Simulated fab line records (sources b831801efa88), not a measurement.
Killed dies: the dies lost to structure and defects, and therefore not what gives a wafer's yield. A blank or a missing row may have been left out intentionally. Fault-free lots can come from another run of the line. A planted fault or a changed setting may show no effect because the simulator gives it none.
Which tool did it? :: flow gf180mcu :: 11 lots, 33 wafers sampled, at 5 steps of a route of 602

== WHAT EACH GAUGE READ, for each wafer ==
GF_HV_LDD_TW_MEAS_38. Usual: HV_LDD_3_TW 1427, standard deviation 14.
lot: L335
measured: day 12 15:27
on: film-metro-04
HV_LDD_3_TW: 1431 1436 1433
flag: 

lot: L336
measured: day 12 16:40
on: film-metro-04
HV_LDD_3_TW: 1433 1436 1426
flag: 

lot: L337
measured: day 12 18:40
on: film-metro-02
HV_LDD_3_TW: 1415 1406 1409
flag: 

lot: L341
measured: day 14 13:47
on: film-metro-01
HV_LDD_3_TW: 1442 1445 1441
flag: 

lot: L342
measured: day 14 14:01
on: film-metro-02
HV_LDD_3_TW: 1412 1414 1410
flag: 

lot: L344
measured: day 15 01:56
on: film-metro-04
HV_LDD_3_TW: 1435 1429 1436
flag: 

lot: L345
measured: day 15 16:46
on: film-metro-01
HV_LDD_3_TW: 1436 1447 1445
flag: 

lot: L350
measured: day 17 07:40
on: film-metro-01
HV_LDD_3_TW: 1527 1528 1525
flag: OFF

lot: L353
measured: day 18 10:40
on: film-metro-04
HV_LDD_3_TW: 1521 1520 1528
flag: OFF

lot: L355
measured: day 18 16:02
on: film-metro-02
HV_LDD_3_TW: 1405 1412 1410
flag: 

lot: L356
measured: day 19 10:55
on: film-metro-04
HV_LDD_3_TW: 1447 1435 1437
flag: 

GF_HV_LDD_RS_MEAS_53: measurement is done with a four-point probe. Usual: HV_LDD_RS 417.8 ohm/sq, standard deviation 0.99.
lot: L335
measured: day 13 11:53
on: film-metro-04
HV_LDD_RS (ohm/sq): 415.9 416.7 416.1
flag: 

lot: L336
measured: day 13 13:05
on: film-metro-04
HV_LDD_RS (ohm/sq): 417.1 417.1 417.7
flag: 

lot: L337
measured: day 13 15:02
on: film-metro-02
HV_LDD_RS (ohm/sq): 418.4 417.8 417.7
flag: 

lot: L341
measured: day 15 11:19
on: film-metro-02
HV_LDD_RS (ohm/sq): 417.5 417.9 417.4
flag: 

lot: L342
measured: day 15 11:35
on: film-metro-02
HV_LDD_RS (ohm/sq): 418.8 418.1 419.1
flag: 

lot: L344
measured: day 15 22:59
on: film-metro-01
HV_LDD_RS (ohm/sq): 416.9 417.0 417.1
flag: 

lot: L345
measured: day 16 15:47
on: film-metro-04
HV_LDD_RS (ohm/sq): 417.9 419.5 418.9
flag: 

lot: L350
measured: day 18 07:53
on: film-metro-02
HV_LDD_RS (ohm/sq): 404.7 403.6 404.1
flag: OFF

lot: L353
measured: day 19 11:24
on: film-metro-02
HV_LDD_RS (ohm/sq): 404.3 403.6 404.0
flag: OFF

lot: L355
measured: day 19 17:07
on: film-metro-01
HV_LDD_RS (ohm/sq): 418.2 417.6 417.1
flag: 

lot: L356
measured: day 20 11:38
on: film-metro-01
HV_LDD_RS (ohm/sq): 417.1 418.5 418.6
flag: 

== EACH LOT AND THE TOOL THAT RAN IT (in order: tool; ch and the chambers of the sampled wafers; start) ==
lot: L335
GF_VT_IMPLANT_STRIP_42: plasma-asher-04 ch 0,1, day 8 05:49
GF_HV_LDD_STRIP_10: plasma-asher-03 ch 0,1, day 10 16:31
GF_HV_LDD_IMPLANT_36: implanter-01 ch 0, day 12 15:12

lot: L336
GF_VT_IMPLANT_STRIP_42: plasma-asher-04 ch 0,1, day 8 10:34
GF_HV_LDD_STRIP_10: plasma-asher-04 ch 0,1, day 10 23:37
GF_HV_LDD_IMPLANT_36: implanter-03 ch 0, day 12 16:25

lot: L337
GF_VT_IMPLANT_STRIP_42: plasma-asher-02 ch 0, day 8 15:05
GF_HV_LDD_STRIP_10: plasma-asher-01 ch 0,1, day 11 05:47
GF_HV_LDD_IMPLANT_36: implanter-03 ch 0, day 12 18:18

lot: L341
GF_VT_IMPLANT_STRIP_42: plasma-asher-03 ch 0,1, day 9 20:31
GF_HV_LDD_STRIP_10: plasma-asher-04 ch 0,1, day 12 19:38
GF_HV_LDD_IMPLANT_36: implanter-03 ch 0, day 14 13:33

lot: L342
GF_VT_IMPLANT_STRIP_42: plasma-asher-03 ch 0,1, day 10 06:59
GF_HV_LDD_STRIP_10: plasma-asher-03 ch 0,1, day 12 19:52
GF_HV_LDD_IMPLANT_36: implanter-01 ch 0, day 14 13:46

lot: L344
GF_VT_IMPLANT_STRIP_42: plasma-asher-04 ch 0,1, day 10 17:19
GF_HV_LDD_STRIP_10: plasma-asher-01 ch 0,1, day 13 08:22
GF_HV_LDD_IMPLANT_36: implanter-04 ch 0, day 15 01:43

lot: L345
GF_VT_IMPLANT_STRIP_42: plasma-asher-04 ch 0, day 11 04:22
GF_HV_LDD_STRIP_10: plasma-asher-03 ch 0, day 13 21:13
GF_HV_LDD_IMPLANT_36: implanter-03 ch 0, day 15 16:32

lot: L350
GF_VT_IMPLANT_STRIP_42: plasma-asher-04 ch 1, day 12 12:18
GF_HV_LDD_STRIP_10: plasma-asher-04 ch 1, day 15 09:43
GF_HV_LDD_IMPLANT_36: implanter-01 ch 0, day 17 07:25

lot: L353
GF_VT_IMPLANT_STRIP_42: plasma-asher-02 ch 0,1, day 13 11:09
GF_HV_LDD_STRIP_10: plasma-asher-01 ch 0,1, day 16 10:58
GF_HV_LDD_IMPLANT_36: implanter-01 ch 0, day 18 10:25

lot: L355
GF_VT_IMPLANT_STRIP_42: plasma-asher-04 ch 0,1, day 13 14:29
GF_HV_LDD_STRIP_10: plasma-asher-01 ch 0,1, day 16 16:49
GF_HV_LDD_IMPLANT_36: implanter-03 ch 0, day 18 15:50

lot: L356
GF_VT_IMPLANT_STRIP_42: plasma-asher-04 ch 0,1, day 14 07:44
GF_HV_LDD_STRIP_10: plasma-asher-01 ch 0, day 17 10:07
GF_HV_LDD_IMPLANT_36: implanter-03 ch 0, day 19 10:40
- GF_VT_IMPLANT_STRIP_42: strips in O2/N2.
- GF_HV_LDD_STRIP_10: strips in O2/N2.
- GF_HV_LDD_IMPLANT_36

== AS READ BY THE TOOLS THEMSELVES (means over the sampled wafers that have a number; for cases with no such wafer, the mark the record gives instead) ==
GF_VT_IMPLANT_STRIP_42. Usual: drypump-motor-current-A 5.9 A, standard deviation 0.57; heater-power-w 331 W, standard deviation 30; o2-flow-sccm 3000 sccm, standard deviation 9.4; oes-product-au 0.716 a.u., standard deviation 0.0047; strip-time-to-endpoint-s 12.63 s, standard deviation 0.045.
lot: L335
tool: plasma-asher-04
drypump-motor-current-A (A): 6.4
heater-power-w (W): 350
o2-flow-sccm (sccm): 3005
oes-product-au (a.u.): 0.714
strip-time-to-endpoint-s (s): 12.66
flag: 

lot: L336
tool: plasma-asher-04
drypump-motor-current-A (A): 6.3
heater-power-w (W): 336
o2-flow-sccm (sccm): 2994
oes-product-au (a.u.): 0.712
strip-time-to-endpoint-s (s): 12.72
flag: 

lot: L337
tool: plasma-asher-02
drypump-motor-current-A (A): 5.0
heater-power-w (W): 305
o2-flow-sccm (sccm): 2992
oes-product-au (a.u.): 0.716
strip-time-to-endpoint-s (s): 12.66
flag: 

lot: L341
tool: plasma-asher-03
drypump-motor-current-A (A): 5.4
heater-power-w (W): 347
o2-flow-sccm (sccm): 2992
oes-product-au (a.u.): 0.718
strip-time-to-endpoint-s (s): 12.56
flag: 

lot: L342
tool: plasma-asher-03
drypump-motor-current-A (A): 5.7
heater-power-w (W): 317
o2-flow-sccm (sccm): 3015
oes-product-au (a.u.): 0.715
strip-time-to-endpoint-s (s): 12.59
flag: 

lot: L344
tool: plasma-asher-04
drypump-motor-current-A (A): 6.3
heater-power-w (W): 338
o2-flow-sccm (sccm): 3002
oes-product-au (a.u.): 0.719
strip-time-to-endpoint-s (s): 12.70
flag: 

lot: L345
tool: plasma-asher-04
drypump-motor-current-A (A): 6.2
heater-power-w (W): 319
o2-flow-sccm (sccm): 3006
oes-product-au (a.u.): 0.716
strip-time-to-endpoint-s (s): 12.56
flag: 

lot: L350
tool: plasma-asher-04
drypump-motor-current-A (A): 6.5
heater-power-w (W): 364
o2-flow-sccm (sccm): 2995
oes-product-au (a.u.): 0.715
strip-time-to-endpoint-s (s): 12.67
flag: 

lot: L353
tool: plasma-asher-02
drypump-motor-current-A (A): 5.3
heater-power-w (W): 307
o2-flow-sccm (sccm): 2995
oes-product-au (a.u.): 0.721
strip-time-to-endpoint-s (s): 12.67
flag: 

lot: L355
tool: plasma-asher-04
drypump-motor-current-A (A): 6.4
heater-power-w (W): 350
o2-flow-sccm (sccm): 3011
oes-product-au (a.u.): 0.714
strip-time-to-endpoint-s (s): 12.60
flag: 

lot: L356
tool: plasma-asher-04
drypump-motor-current-A (A): 6.5
heater-power-w (W): 356
o2-flow-sccm (sccm): 3000
oes-product-au (a.u.): 0.720
strip-time-to-endpoint-s (s): 12.63
flag: 

GF_HV_LDD_STRIP_10. Usual: drypump-motor-current-A 6.0 A, standard deviation 0.47; heater-power-w 335 W, standard deviation 43; o2-flow-sccm 3002 sccm, standard deviation 8.5; oes-product-au 0.716 a.u., standard deviation 0.0044; strip-time-to-endpoint-s 12.63 s, standard deviation 0.043.
lot: L335
tool: plasma-asher-03
drypump-motor-current-A (A): 5.7
heater-power-w (W): 322
o2-flow-sccm (sccm): 3002
oes-product-au (a.u.): 0.713
strip-time-to-endpoint-s (s): 12.69
flag: 

lot: L336
tool: plasma-asher-04
drypump-motor-current-A (A): 6.3
heater-power-w (W): 333
o2-flow-sccm (sccm): 2997
oes-product-au (a.u.): 0.721
strip-time-to-endpoint-s (s): 12.63
flag: 

lot: L337
tool: plasma-asher-01
drypump-motor-current-A (A): 6.0
heater-power-w (W): 312
o2-flow-sccm (sccm): 3003
oes-product-au (a.u.): 0.721
strip-time-to-endpoint-s (s): 12.66
flag: 

lot: L341
tool: plasma-asher-04
drypump-motor-current-A (A): 6.5
heater-power-w (W): 354
o2-flow-sccm (sccm): 2996
oes-product-au (a.u.): 0.718
strip-time-to-endpoint-s (s): 12.57
flag: 

lot: L342
tool: plasma-asher-03
drypump-motor-current-A (A): 5.4
heater-power-w (W): 342
o2-flow-sccm (sccm): 3005
oes-product-au (a.u.): 0.714
strip-time-to-endpoint-s (s): 12.60
flag: 

lot: L344
tool: plasma-asher-01
drypump-motor-current-A (A): 6.1
heater-power-w (W): 349
o2-flow-sccm (sccm): 3001
oes-product-au (a.u.): 0.711
strip-time-to-endpoint-s (s): 12.68
flag: 

lot: L345
tool: plasma-asher-03
drypump-motor-current-A (A): 6.0
heater-power-w (W): 287
o2-flow-sccm (sccm): 3003
oes-product-au (a.u.): 0.717
strip-time-to-endpoint-s (s): 12.58
flag: 

lot: L350
tool: plasma-asher-04
drypump-motor-current-A (A): 6.5
heater-power-w (W): 363
o2-flow-sccm (sccm): 2999
oes-product-au (a.u.): 0.712
strip-time-to-endpoint-s (s): 12.67
flag: 

lot: L353
tool: plasma-asher-01
drypump-motor-current-A (A): 6.0
heater-power-w (W): 312
o2-flow-sccm (sccm): 3011
oes-product-au (a.u.): 0.715
strip-time-to-endpoint-s (s): 12.59
flag: 

lot: L355
tool: plasma-asher-01
drypump-motor-current-A (A): 6.1
heater-power-w (W): 346
o2-flow-sccm (sccm): 2996
oes-product-au (a.u.): 0.708
strip-time-to-endpoint-s (s): 12.61
flag: 

lot: L356
tool: plasma-asher-01
drypump-motor-current-A (A): 6.2
heater-power-w (W): 383
o2-flow-sccm (sccm): 3001
oes-product-au (a.u.): 0.712
strip-time-to-endpoint-s (s): 12.65
flag: 

GF_HV_LDD_IMPLANT_36. Usual: beam-energy-keV 59.998, standard deviation 0.02; dose-ions-cm2 7.501e+12, standard deviation 8.2e+09; faraday-current-uA 42.2, standard deviation 0.86; tilt-deg 30.000 degrees, standard deviation 0.022.
lot: L335
tool: implanter-01
beam-energy-keV: 59.998
dose-ions-cm2: 7.504e+12
faraday-current-uA: 42.7
tilt-deg (degrees): 29.971
flag: 

lot: L336
tool: implanter-03
beam-energy-keV: 59.985
dose-ions-cm2: 7.491e+12
faraday-current-uA: 42.1
tilt-deg (degrees): 30.004
flag: 

lot: L337
tool: implanter-03
beam-energy-keV: 60.008
dose-ions-cm2: 7.492e+12
faraday-current-uA: 42.3
tilt-deg (degrees): 29.987
flag: 

lot: L341
tool: implanter-03
beam-energy-keV: 59.999
dose-ions-cm2: 7.506e+12
faraday-current-uA: 42.2
tilt-deg (degrees): 30.004
flag: 

lot: L342
tool: implanter-01
beam-energy-keV: 59.997
dose-ions-cm2: 7.496e+12
faraday-current-uA: 42.2
tilt-deg (degrees): 29.996
flag: 

lot: L344
tool: implanter-04
beam-energy-keV: 59.984
dose-ions-cm2: 7.511e+12
faraday-current-uA: 42.7
tilt-deg (degrees): 29.996
flag: 

lot: L345
tool: implanter-03
beam-energy-keV: 59.964
dose-ions-cm2: 7.509e+12
faraday-current-uA: 42.7
tilt-deg (degrees): 30.003
flag: 

lot: L350
tool: implanter-01
beam-energy-keV: 60.024
dose-ions-cm2: 1.325e+13
faraday-current-uA: 73.5
tilt-deg (degrees): 29.994
flag: OFF

lot: L353
tool: implanter-01
beam-energy-keV: 60.000
dose-ions-cm2: 1.324e+13
faraday-current-uA: 75.0
tilt-deg (degrees): 29.981
flag: OFF

lot: L355
tool: implanter-03
beam-energy-keV: 60.021
dose-ions-cm2: 7.500e+12
faraday-current-uA: 41.7
tilt-deg (degrees): 30.017
flag: 

lot: L356
tool: implanter-03
beam-energy-keV: 59.997
dose-ions-cm2: 7.507e+12
faraday-current-uA: 42.1
tilt-deg (degrees): 30.012
flag: 

== THE ANSWER, worked out from the rows above alone ==
Rule: lot off if the mean of its wafers having a number is beyond 3 standard deviations from the usual mean. Also off: a lot with no number at a reading for which 4 or more lots have one. Any other lot the step has rows for is counted as sound. The gauges are gone through in route order, then the tools' own readings, and for those a lot's mean is taken as printed above. At the first step where some lot is off, the reading lying furthest off is the one used; lots without a number count as furthest.
Off: L350, L353, at GF_HV_LDD_TW_MEAS_38 (HV_LDD_3_TW).
A tool fits if, at a process step before that reading, it ran every lot that is off, and no sound lot after the first of them. The gauges at GF_HV_LDD_TW_MEAS_38 aren't tried: what is off there is off at GF_HV_LDD_RS_MEAS_53 too, on other tools, and a gauge's error can't cause that. One fits: implanter-01 at GF_HV_LDD_IMPLANT_36. A fault onset in the window from L342 (day 14 13:46, its last sound lot) to L350 (day 17 07:25, its first lot off) fits.
The tool's own readings at GF_HV_LDD_IMPLANT_36 bear it out: on the lots that are off they differ by more than 5 times the standard deviation of the sound lots' means. dose-ions-cm2 reads 1.324e+13 there against 7.502e+12 on the sound lots; faraday-current-uA reads 74.2 there against 42.3 on the sound lots.

== WHAT WAS PUT IN BY THE SIMULATOR ==
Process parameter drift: implanter-01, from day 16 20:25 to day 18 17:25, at GF_HV_LDD_IMPLANT_36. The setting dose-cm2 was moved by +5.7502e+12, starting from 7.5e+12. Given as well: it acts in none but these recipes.
Struck lots among those shown: L350, L353. The same result came from the rule above.
